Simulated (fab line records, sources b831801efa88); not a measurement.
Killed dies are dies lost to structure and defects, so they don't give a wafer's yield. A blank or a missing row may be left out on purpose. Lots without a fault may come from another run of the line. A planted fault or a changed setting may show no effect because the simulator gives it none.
Chamber matching | flow sky130 | SKY_VIA1_CMP_02 on cmp-01: 4 sister chambers
The step polishes SiO2. 8 wafers are shown with their chamber, then 7 later ones without.

WAFERS WITH THEIR CHAMBER
wafer  | chamber | motor_current_A (A)
L324.3 | 0       | 11.7
L324.6 | 1       | 11.8
L325.2 | 1       | 11.7
L325.4 | 0       | 12.7
L327.5 | 3       | 10.4
L327.6 | 2       | 13.8
L337.1 | 2       | 13.7
L337.3 | 3       | 11.4

WAFERS WITHOUT THEIR CHAMBER
wafer  | motor_current_A (A)
L337.5 | 13.0
L341.1 | 12.1
L341.2 | 11.9
L341.5 | 11.7
L342.3 | 11.9
L342.5 | 14.4
L342.6 | 12.5

WHICH CHAMBER EACH WENT THROUGH
wafer  | from the rows above          | in truth
L337.5 | can't be placed: 2 or 0 or 1 | 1
L341.1 | can't be placed: 0 or 1      | 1
L341.2 | can't be placed: 1 or 0 or 3 | 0
L341.5 | can't be placed: 1 or 0 or 3 | 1
L342.3 | can't be placed: 1 or 0 or 3 | 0
L342.5 | 2                            | 2
L342.6 | can't be placed: 0 or 1 or 2 | 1
Placed correctly: 1 of 7. Can't be placed from these rows: 6 (the true chamber is among the candidates in 6). Placed wrongly: 0.
How it was worked out, from the rows above alone: a wafer's distance from a chamber is the root of the sum, over the readings, of the square of ((its reading less the chamber's mean) divided by the reading's scatter). The wafer belongs to the nearest chamber; if the next one is less than 2 further off, it can't be placed. A chamber's mean is the mean of its shown wafers. The scatter: the root of (the sum of the squares of (reading less its chamber's mean) over the shown wafers, divided by (wafers less chambers)).
